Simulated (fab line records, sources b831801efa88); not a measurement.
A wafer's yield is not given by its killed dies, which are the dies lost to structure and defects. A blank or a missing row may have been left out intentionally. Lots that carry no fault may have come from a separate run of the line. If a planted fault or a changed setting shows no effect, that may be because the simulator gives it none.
Which tool is to blame? / flow gf180mcu / 18 wafers from 6 lots sampled at 3 of the route's 602 steps

WHAT EACH GAUGE READ, for each wafer
GF_HV_LDD_TW_MEAS_38.
lot=L460; measured=day 12 08:07; on=film-metro-03; HV_LDD_3_TW=1423 1415 1432
lot=L462; measured=day 12 17:22; on=film-metro-02; HV_LDD_3_TW=1450 1457 1450
lot=L464; measured=day 13 06:18; on=film-metro-03; HV_LDD_3_TW=1428 1438 1428
lot=L466; measured=day 14 00:39; on=film-metro-03; HV_LDD_3_TW=1432 1433 1434
lot=L468; measured=day 14 16:08; on=film-metro-02; HV_LDD_3_TW=1445 1440 1441
lot=L470; measured=day 15 05:15; on=film-metro-01; HV_LDD_3_TW=1319 1314 1316 1320 1312 1309

WHICH TOOL RAN EACH LOT (tool, then ch and the chambers of the sampled wafers, then the start)
lot=L460; GF_MVPSD_STRIP_10=plasma-asher-03 ch 0,1, day 5 15:28; GF_HV_LDD_IMPLANT_36=implanter-02 ch 0, day 12 07:52
lot=L462; GF_MVPSD_STRIP_10=plasma-asher-01 ch 0,1, day 5 21:13; GF_HV_LDD_IMPLANT_36=implanter-02 ch 0, day 12 17:08
lot=L464; GF_MVPSD_STRIP_10=plasma-asher-03 ch 0,1, day 6 08:45; GF_HV_LDD_IMPLANT_36=implanter-01 ch 0, day 13 06:03
lot=L466; GF_MVPSD_STRIP_10=plasma-asher-01 ch 0,1, day 6 22:38; GF_HV_LDD_IMPLANT_36=implanter-04 ch 0, day 14 00:26
lot=L468; GF_MVPSD_STRIP_10=plasma-asher-01 ch 0,1, day 7 08:27; GF_HV_LDD_IMPLANT_36=implanter-04 ch 0, day 14 15:53
lot=L470; GF_MVPSD_STRIP_10=plasma-asher-01 ch 1, day 7 17:29; GF_HV_LDD_IMPLANT_36=implanter-02 ch 0, day 15 05:00
- GF_MVPSD_STRIP_10: strips in O2/N2.
- GF_HV_LDD_IMPLANT_36

THE ANSWER, worked out from the rows above alone
Rule: the usual values come from the lots themselves. Put in order of their means at a reading, lots are off if they are a third of the lots or fewer, leave a main group of 4 or more, and stand apart from it by a gap of 3 or more times the standard deviation of the main group's means; of several such gaps the widest counts. If all means in a main group match to the digits the tables above print for the reading, that group is not used. A lot without any number at a reading at which 4 lots or more have one is off too. All remaining lots with rows at the step are treated as sound.
Off: L470, seen at GF_HV_LDD_TW_MEAS_38 (HV_LDD_3_TW). The main group has a mean of 1436 with a standard deviation of 9.9.
A tool fits if, at a process step before that reading, it ran every lot that is off, and no sound lot after the first of them. Gauges at GF_HV_LDD_TW_MEAS_38: tried the same way as those tools. Can't be told from this: 3 tools fit, plasma-asher-01 at GF_MVPSD_STRIP_10, implanter-02 at GF_HV_LDD_IMPLANT_36, film-metro-01 at GF_HV_LDD_TW_MEAS_38.

WHAT THE SIMULATOR PUT IN
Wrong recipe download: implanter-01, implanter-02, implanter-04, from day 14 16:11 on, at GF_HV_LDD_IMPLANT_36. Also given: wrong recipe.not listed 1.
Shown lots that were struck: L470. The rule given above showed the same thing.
